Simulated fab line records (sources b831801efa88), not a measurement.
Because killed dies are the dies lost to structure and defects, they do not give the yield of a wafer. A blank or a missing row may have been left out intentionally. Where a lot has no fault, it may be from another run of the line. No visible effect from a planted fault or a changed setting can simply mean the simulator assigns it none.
Which tool was responsible? / flow gf180mcu / 21 wafers from 7 lots sampled at 2 of the route's 602 steps

## WHAT THE GAUGES READ, wafer by wafer
GF_VT_IMPLANT_TW_MEAS_43.
lot=L330; measured=day 7 23:08; on=film metro-02; VT_IMPLANT_4_TW=701 701 701
lot=L333; measured=day 8 18:55; on=film metro-01; VT_IMPLANT_4_TW=695 692 693
lot=L335; measured=day 9 12:30; on=film metro-03; VT_IMPLANT_4_TW=690 689 689
lot=L338; measured=day 10 07:29; on=film metro-03; VT_IMPLANT_4_TW=687 688 689
lot=L341; measured=day 11 03:40; on=film metro-03; VT_IMPLANT_4_TW=683 683 685
lot=L346; measured=day 12 10:46; on=film metro-01; VT_IMPLANT_4_TW=620 624 623 622 623 623
lot=L351; measured=day 14 03:58; on=film metro-03; VT_IMPLANT_4_TW=684 687 688

## WHICH TOOL RAN EACH LOT (tool, then ch and the chambers of the sampled wafers, then the start)
lot=L330; GF_VT_IMPLANT_IMPLANT_41=implanter-01 ch 0, day 7 22:53
lot=L333; GF_VT_IMPLANT_IMPLANT_41=implanter-03 ch 0, day 8 18:41
lot=L335; GF_VT_IMPLANT_IMPLANT_41=implanter-03 ch 0, day 9 12:16
lot=L338; GF_VT_IMPLANT_IMPLANT_41=implanter-02 ch 0, day 10 07:14
lot=L341; GF_VT_IMPLANT_IMPLANT_41=implanter-02 ch 0, day 11 03:25
lot=L346; GF_VT_IMPLANT_IMPLANT_41=implanter-02 ch 0, day 12 10:31
lot=L351; GF_VT_IMPLANT_IMPLANT_41=implanter-01 ch 0, day 14 03:41
- GF_VT_IMPLANT_IMPLANT_41

## THE ANSWER, worked out from the rows above alone
Rule: usual is defined by the lots themselves. The widest of any qualifying gaps counts: lots, ordered by their means at a reading, are off when they make up no more than a third of the lots, leave a main group of 4 or more, and stand apart from it by 3 or more times the standard deviation of that group's means. A main group whose means are all the same, to the digits that the tables above print for the reading, isn't used. Also off: a lot with no number at a reading for which 4 or more lots have one. All remaining lots with rows at the step are treated as sound.
Off: at GF_VT_IMPLANT_TW_MEAS_43 (VT_IMPLANT_4_TW), L346. Main group: mean 690, sd 5.6.
A tool fits if, at a process step before that reading, it ran every lot that is off, and no sound lot after the first of them. Gauges at GF_VT_IMPLANT_TW_MEAS_43: tried the same way as those tools. Can't be told from this: 2 tools fit, implanter-02 at GF_VT_IMPLANT_IMPLANT_41, film metro-01 at GF_VT_IMPLANT_TW_MEAS_43.

## WHAT HAD BEEN PUT IN BY THE SIMULATOR
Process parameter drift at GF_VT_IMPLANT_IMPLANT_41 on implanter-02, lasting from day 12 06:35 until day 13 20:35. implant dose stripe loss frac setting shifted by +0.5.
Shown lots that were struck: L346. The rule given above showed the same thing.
